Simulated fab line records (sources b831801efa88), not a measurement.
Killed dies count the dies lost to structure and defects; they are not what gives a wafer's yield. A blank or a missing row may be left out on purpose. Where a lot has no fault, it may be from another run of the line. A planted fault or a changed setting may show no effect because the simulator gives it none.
A single fault, viewed from 2 desks / flow sky130 / only its own numbers are on each desk; what lay behind them is given at the end

== THE METROLOGY DESK ==
What the gauges read, lot by lot, whatever tool the lot ran on: means of the sampled wafers that have a number. Any lot whose mean is over 4 standard deviations away from the usual mean is out of limits and marked OUT; that distance is given in the brackets.
Columns: A = CONTACT_CVD_00_THK at SKY_CONTACT_THK_MEAS_01, usual 74.7 nm
lot=L274; first seen here=day 30 09:47; A=74.8
lot=L275; first seen here=day 31 03:34; A=75.0
lot=L279; first seen here=day 32 06:42; A=74.8
lot=L280; first seen here=day 32 14:06; A=75.0
lot=L283; first seen here=day 33 12:27; A=73.3
lot=L284; first seen here=day 33 16:50; A=75.0
lot=L289; first seen here=day 35 19:30; A=74.3
lot=L292; first seen here=day 36 08:32; A=74.7
lot=L293; first seen here=day 36 19:17; A=75.3
lot=L295; first seen here=day 37 04:45; A=73.7
lot=L296; first seen here=day 37 11:29; A=75.1
This desk found nothing out of limits on any of the 11 lots.

== DESK OF THE TOOL OWNER: rie diel-04 ==
The tool's own readings at SKY_CONTACT_ETCH_17 (etches SiO2 in C4F8/O2/Ar, stops on Si3N4, target depth 340 nm): means of the sampled wafers that have a number, for each lot that ran on this tool. Any lot whose mean is over 4 standard deviations away from the usual mean is out of limits and marked OUT; that distance is given in the brackets.
Columns: A = bias w at SKY_CONTACT_ETCH_17, usual 1200 W; B = oes product au at SKY_CONTACT_ETCH_17, usual 0.892 a.u.; C = rf fwd power W at SKY_CONTACT_ETCH_17, usual 1489 W
lot=L274; first seen here=day 31 13:52; A=1200; B=0.891; C=1491
lot=L279; first seen here=day 33 10:19; A=1198; B=0.893; C=1483
lot=L280; first seen here=day 33 17:49; A=1200; B=0.890; C=1485
lot=L283; first seen here=day 34 15:55; A=1196; B=0.894; C=1726 (+44) OUT
lot=L284; first seen here=day 34 20:28; A=1199; B=0.890; C=1730 (+45) OUT
lot=L295; first seen here=day 38 07:16; A=1197; B=0.895; C=1488
This desk finds L283, L284 out of limits, L283 being first, at day 34 15:55 (rf fwd power W at SKY_CONTACT_ETCH_17). Within limits: L274, L279, L280, L295.

== PUT TOGETHER ==
On L283, L284, at day 34 15:55, an alarm was possible from the tool owner's desk.
The metrology desk saw nothing out of limits.
The metrology desk has L283, L284 on record, within its limits.
The lots listed all ran SKY_CONTACT_ETCH_17 on rie diel-04.

== WHAT THE SIMULATOR HAD PUT IN ==
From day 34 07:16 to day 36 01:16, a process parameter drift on rie diel-04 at SKY_CONTACT_ETCH_17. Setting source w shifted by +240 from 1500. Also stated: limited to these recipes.
Lots struck among those shown: L283, L284.
Hours from the fault's start to each desk's first reading out of limits: the tool owner's desk, 9.
